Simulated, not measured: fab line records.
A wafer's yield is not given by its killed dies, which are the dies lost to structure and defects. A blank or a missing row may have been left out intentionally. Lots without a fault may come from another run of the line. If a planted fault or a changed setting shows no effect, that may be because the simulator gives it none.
What tool caused it? ; flow sky130 ; Sampling: 24 lots, 72 wafers, 6 of 708 route steps

== WHAT THE GAUGES READ, wafer by wafer ==
SKY_METAL5_THK_MEAS_06: measures by xrf.
lot;measured;on;METAL5_ALCU_THK (nm)
L074;day 43 14:01;film metro-01;1142 1112 1141
L076;day 43 17:54;film metro-03;1142 1118 1115
L075;day 43 20:09;film metro-03;1134 1143 1162
L077;day 43 22:32;film metro-02;1145 1149 1149
L078;day 44 03:36;film metro-01;1135 1141 1149
L079;day 44 08:10;film metro-02;1147 1136 1166
L081;day 44 20:17;film metro-01;1122 1147 1130
L080;day 45 00:28;film metro-03;1150 1147 1131
L082;day 45 02:26;film metro-02;1165 1167 1152
L083;day 45 11:00;film metro-03;1105 1121 1116
L084;day 45 18:53;film metro-02;1144 1125 1134
L085;day 46 02:23;film metro-02;1139 1144 1137
L086;day 46 03:49;film metro-03;1129 1124 1123
L087;day 46 08:00;film metro-02;1156 1127 1165
L088;day 46 13:05;film metro-02;1180 1151 1175
L089;day 46 18:43;film metro-03;1136 1123 1146
L090;day 47 04:24;film metro-01;1143 1148 1133
L091;day 47 05:01;film metro-02;1156 1168 1151
L092;day 47 16:08;film metro-02;1115 1109 1120
L093;day 47 18:59;film metro-02;1107 1111 1121
L094;day 48 03:16;film metro-02;1151 1133 1127
L095;day 48 06:50;film metro-02;1143 1146 1130
L096;day 48 09:15;film metro-03;1138 1145 1165
L097;day 48 13:49;film metro-02;1176 1154 1163

== TOOL THAT RAN EACH LOT (tool first, then ch and the chambers of the sampled wafers, then the start) ==
lot;SKY_CONTACT_CMP_27;SKY_VIA1_CMP_02;SKY_METAL3_DESCUM_15;SKY_VIA3_ETCH_14;SKY_VIA3_CVD_21
L074;cmp-01 ch 0,1,2, day 32 09:01;cmp-01 ch 1,2,3, day 33 13:32;rie metal-04 ch 0,1, day 39 04:43;rie diel-01 ch 0,1,3, day 40 07:56;cvd w-01 ch 0,1, day 40 08:46
L076;cmp-01 ch 0,2,3, day 32 15:53;cmp-01 ch 0,2,3, day 33 20:07;rie metal-03 ch 0,1, day 39 10:56;rie diel-04 ch 0,1,2, day 40 12:54;cvd w-01 ch 0,1, day 40 13:40
L075;cmp-01 ch 0,1, day 32 17:56;cmp-01 ch 1,3, day 33 21:37;rie metal-02 ch 0,1, day 39 13:06;rie diel-04 ch 0,2,3, day 40 15:13;cvd w-01 ch 0,1, day 40 15:58
L077;cmp-02 ch 2,3, day 32 22:43;cmp-02 ch 2,3, day 34 02:46;rie metal-02 ch 0,1, day 39 16:25;rie diel-01 ch 0,3, day 40 18:14;cvd w-01 ch 0,1, day 40 19:02
L078;cmp-02 ch 2,3, day 33 02:31;cmp-01 ch 1,2, day 34 06:55;rie metal-03 ch 0, day 39 21:15;rie diel-04 ch 0,1, day 40 23:40;cvd w-01 ch 0,1, day 41 00:31
L079;cmp-01 ch 0,3, day 33 08:16;cmp-01 ch 0,1,2, day 34 12:15;rie metal-04 ch 0,1, day 40 02:32;rie diel-04 ch 1,2, day 41 04:53;cvd w-02 ch 0,1, day 41 05:41
L081;cmp-02 ch 0,1,2, day 33 22:53;cmp-02 ch 1,2,3, day 35 03:29;rie metal-03 ch 0,1, day 40 15:36;rie diel-01 ch 1,2,3, day 41 16:50;cvd w-01 ch 1, day 41 17:41
L080;cmp-02 ch 0,1,2, day 34 03:25;cmp-02 ch 0,1,2, day 35 08:44;rie metal-03 ch 0,1, day 40 21:05;rie diel-01 ch 0,1,3, day 41 23:04;cvd w-01 ch 0,1, day 41 23:52
L082;cmp-02 ch 2,3, day 34 04:03;cmp-01 ch 0,2,3, day 35 08:49;rie metal-04 ch 0,1, day 40 21:38;rie diel-04 ch 0,1, day 41 23:47;cvd w-02 ch 0,1, day 42 00:32
L083;cmp-01 ch 1,2,3, day 34 16:07;cmp-02 ch 0,1,3, day 35 20:02;rie metal-03 ch 0,1, day 41 07:40;rie diel-02 ch 0,2, day 42 09:21;cvd w-01 ch 0,1, day 42 10:07
L084;cmp-01 ch 0,2,3, day 35 01:48;cmp-02 ch 0,1,2, day 36 05:53;rie metal-04 ch 0,1, day 41 15:59;rie diel-02 ch 0,2,3, day 42 17:28;cvd w-02 ch 0,1, day 42 18:14
L085;cmp-01 ch 0,1,2, day 35 09:56;cmp-01 ch 0,1,3, day 36 14:33;rie metal-03 ch 0,1, day 42 00:46;rie diel-04 ch 0,1,2, day 43 02:21;cvd w-02 ch 0,1, day 43 03:10
L086;cmp-02 ch 0,2,3, day 35 11:53;cmp-01 ch 1,2, day 36 16:03;rie metal-02 ch 0, day 42 02:54;rie diel-02 ch 0,2, day 43 04:15;cvd w-02 ch 0,1, day 43 05:01
L087;cmp-01 ch 2,3, day 35 18:47;cmp-02 ch 1,2,3, day 36 22:26;rie metal-04 ch 0,1, day 42 07:49;rie diel-04 ch 0,1,3, day 43 08:34;cvd w-01 ch 0,1, day 43 09:24
L088;cmp-01 ch 2,3, day 36 00:59;cmp-02 ch 0,2,3, day 37 04:53;rie metal-02 ch 0,1, day 42 12:50;rie diel-01 ch 2,3, day 43 14:05;cvd w-01 ch 0, day 43 15:17
L089;cmp-01 ch 1,2,3, day 36 07:20;cmp-02 ch 1,2,3, day 37 10:23;rie metal-03 ch 0,1, day 42 19:51;rie diel-01 ch 0,1,3, day 43 20:17;cvd w-02 ch 0,1, day 43 21:09
L090;cmp-01 ch 0,2,3, day 36 18:43;cmp-02 ch 0,2, day 37 22:12;rie metal-03 ch 0,1, day 43 06:34;rie diel-01 ch 1,3, day 44 06:40;cvd w-02 ch 0,1, day 44 07:28
L091;cmp-02 ch 1,2,3, day 36 20:28;cmp-01 ch 0,1,3, day 37 23:10;rie metal-04 ch 0,1, day 43 07:18;rie diel-02 ch 0,3, day 44 07:11;cvd w-01 ch 0,1, day 44 07:59
L092;cmp-01 ch 0,1, day 37 11:52;cmp-02 ch 0,1, day 38 14:46;rie metal-02 ch 0,1, day 43 19:54;rie diel-01 ch 0,1,2, day 44 19:30;cvd w-01 ch 0,1, day 44 20:16
L093;cmp-01 ch 1,3, day 37 12:50;cmp-02 ch 1,2,3, day 38 15:07;rie metal-02 ch 0,1, day 43 21:16;rie diel-02 ch 1,2,3, day 44 21:22;cvd w-01 ch 1, day 44 22:07
L094;cmp-01 ch 0,1,2, day 37 23:29;cmp-01 ch 0,1,2, day 39 02:01;rie metal-03 ch 0,1, day 44 07:51;rie diel-04 ch 0,2,3, day 45 07:28;cvd w-02 ch 0,1, day 45 08:13
L095;cmp-01 ch 0,1,3, day 38 06:19;cmp-01 ch 0,1,2, day 39 09:18;rie metal-04 ch 0,1, day 44 13:42;rie diel-02 ch 1,2,3, day 45 12:39;cvd w-02 ch 0,1, day 45 13:25
L096;cmp-02 ch 0,1,3, day 38 09:43;cmp-01 ch 0,1,3, day 39 12:39;rie metal-04 ch 0,1, day 44 16:02;rie diel-04 ch 2,3, day 45 15:54;cvd w-02 ch 0,1, day 45 16:42
L097;cmp-01 ch 0,1,3, day 38 14:52;cmp-02 ch 0,1,2, day 39 18:20;rie metal-03 ch 0, day 44 21:40;rie diel-04 ch 1,2,3, day 45 21:23;cvd w-02 ch 0,1, day 45 22:10
- SKY_CONTACT_CMP_27: polishes, stops on SiO2, t overpolish 15 s, target thk 0 nm.
- SKY_VIA1_CMP_02: polishes SiO2.
- SKY_METAL3_DESCUM_15: chemistry O2, time 8 s.
- SKY_VIA3_ETCH_14: etches BARC in N2/H2, stops on SiO2, time 45.9 s, target depth 60 nm.
- SKY_VIA3_CVD_21: deposits W, target thk 390 nm, time 117.31 s.

== WHAT THE TOOLS THEMSELVES READ (means of the sampled wafers that have a number; where no wafer has one, the mark that the record gives instead) ==
SKY_CONTACT_CMP_27.
lot;tool;motor current A (A);overpolish run s (s);time to endpoint s (s)
L074;cmp-01;11.8;14.998;83
L076;cmp-01;10.5;15.002;80
L075;cmp-01;12.8;15.006;87
L077;cmp-02;10.9;14.998;83
L078;cmp-02;11.3;14.999;82
L079;cmp-01;10.5;15.002;75
L081;cmp-02;11.2;14.993;79
L080;cmp-02;11.3;14.990;78
L082;cmp-02;11.3;15.002;83
L083;cmp-01;10.4;14.993;79
L084;cmp-01;10.9;14.996;77
L085;cmp-01;12.2;15.009;84
L086;cmp-02;10.9;15.000;78
L087;cmp-01;9.5;15.000;81
L088;cmp-01;9.4;14.992;80
L089;cmp-01;10.7;15.001;82
L090;cmp-01;10.7;15.006;84
L091;cmp-02;11.7;15.003;81
L092;cmp-01;13.1;14.999;84
L093;cmp-01;11.0;15.000;83
L094;cmp-01;11.8;15.006;82
L095;cmp-01;11.3;14.993;80
L096;cmp-02;11.2;14.996;76
L097;cmp-01;11.3;15.002;82

SKY_VIA1_CMP_02.
lot;tool;motor current A (A)
L074;cmp-01;11.3
L076;cmp-01;11.9
L075;cmp-01;12.3
L077;cmp-02;12.2
L078;cmp-01;11.7
L079;cmp-01;13.2
L081;cmp-02;12.2
L080;cmp-02;12.2
L082;cmp-01;12.0
L083;cmp-02;12.2
L084;cmp-02;12.4
L085;cmp-01;12.4
L086;cmp-01;11.8
L087;cmp-02;12.5
L088;cmp-02;11.9
L089;cmp-02;12.4
L090;cmp-02;12.0
L091;cmp-01;12.3
L092;cmp-02;12.5
L093;cmp-02;12.3
L094;cmp-01;13.4
L095;cmp-01;13.2
L096;cmp-01;12.7
L097;cmp-02;11.9

SKY_METAL3_DESCUM_15.
lot;tool;drypump motor current A (A);oes product au (a.u.)
L074;rie metal-04;5.0;0.995
L076;rie metal-03;6.2;0.983
L075;rie metal-02;5.5;0.995
L077;rie metal-02;5.5;0.994
L078;rie metal-03;5.6;0.979
L079;rie metal-04;5.0;0.998
L081;rie metal-03;6.3;0.994
L080;rie metal-03;6.3;0.988
L082;rie metal-04;4.9;0.996
L083;rie metal-03;5.9;0.983
L084;rie metal-04;4.9;0.996
L085;rie metal-03;6.0;0.985
L086;rie metal-02;5.2;1.005
L087;rie metal-04;4.9;1.009
L088;rie metal-02;5.7;0.998
L089;rie metal-03;5.9;0.983
L090;rie metal-03;6.2;0.972
L091;rie metal-04;5.0;0.995
L092;rie metal-02;5.7;0.997
L093;rie metal-02;5.5;1.014
L094;rie metal-03;5.9;0.981
L095;rie metal-04;5.0;1.000
L096;rie metal-04;5.0;0.999
L097;rie metal-03;5.6;0.981

SKY_VIA3_ETCH_14.
lot;tool;bias w (W);drypump motor current A (A);oes product au (a.u.);throttle valve pct (%)
L074;rie diel-01;99.77;5.5;0.855;13.021
L076;rie diel-04;99.99;5.8;0.856;13.023
L075;rie diel-04;99.94;5.6;0.855;13.039
L077;rie diel-01;99.87;5.4;0.858;13.037
L078;rie diel-04;100.11;5.7;0.855;13.033
L079;rie diel-04;99.87;6.0;0.855;13.034
L081;rie diel-01;99.78;5.8;0.857;13.026
L080;rie diel-01;99.90;5.5;0.855;13.027
L082;rie diel-04;100.20;5.7;0.854;13.038
L083;rie diel-02;99.93;5.3;0.852;13.027
L084;rie diel-02;100.01;5.6;0.854;13.029
L085;rie diel-04;100.12;5.8;0.853;13.035
L086;rie diel-02;99.85;5.3;0.856;13.034
L087;rie diel-04;100.09;5.4;0.854;13.037
L088;rie diel-01;100.10;6.1;0.852;13.034
L089;rie diel-01;99.84;5.5;0.854;13.028
L090;rie diel-01;99.72;5.9;0.849;13.037
L091;rie diel-02;100.04;5.4;0.854;13.045
L092;rie diel-01;99.90;5.4;0.854;13.038
L093;rie diel-02;100.06;5.8;0.848;13.037
L094;rie diel-04;99.86;5.6;0.857;13.044
L095;rie diel-02;100.14;5.8;0.855;13.033
L096;rie diel-04;100.00;5.3;0.854;13.029
L097;rie diel-04;100.01;5.5;0.856;13.035

SKY_VIA3_CVD_21.
lot;tool;heater power w (W)
L074;cvd w-01;848
L076;cvd w-01;886
L075;cvd w-01;881
L077;cvd w-01;848
L078;cvd w-01;845
L079;cvd w-02;995
L081;cvd w-01;815
L080;cvd w-01;849
L082;cvd w-02;971
L083;cvd w-01;831
L084;cvd w-02;990
L085;cvd w-02;962
L086;cvd w-02;948
L087;cvd w-01;848
L088;cvd w-01;905
L089;cvd w-02;981
L090;cvd w-02;949
L091;cvd w-01;886
L092;cvd w-01;863
L093;cvd w-01;813
L094;cvd w-02;990
L095;cvd w-02;963
L096;cvd w-02;952
L097;cvd w-02;967

== THE ANSWER, worked out from the rows above alone ==
Rule: the lots themselves supply what counts as usual. Put in order of their means at a reading, lots are off if they are a third of the lots or fewer, leave a main group of 4 or more, and stand apart from it by a gap of 3 or more times the standard deviation of the main group's means; of several such gaps the widest counts. A main group is skipped when, at the precision printed for the reading in the tables above, its means are all equal. A lot without any number at a reading at which 4 lots or more have one is off too. The other lots that the step has rows for count as sound. Order of review: gauges by route order, followed by the tools' own readings, for which a lot's mean as printed above is used. At the first step where some lot is off, the reading lying furthest off is the one used; lots without a number count as furthest.
No lot is off at any reading shown: from this, nothing can be told.

== WHAT WAS PUT IN BY THE SIMULATOR ==
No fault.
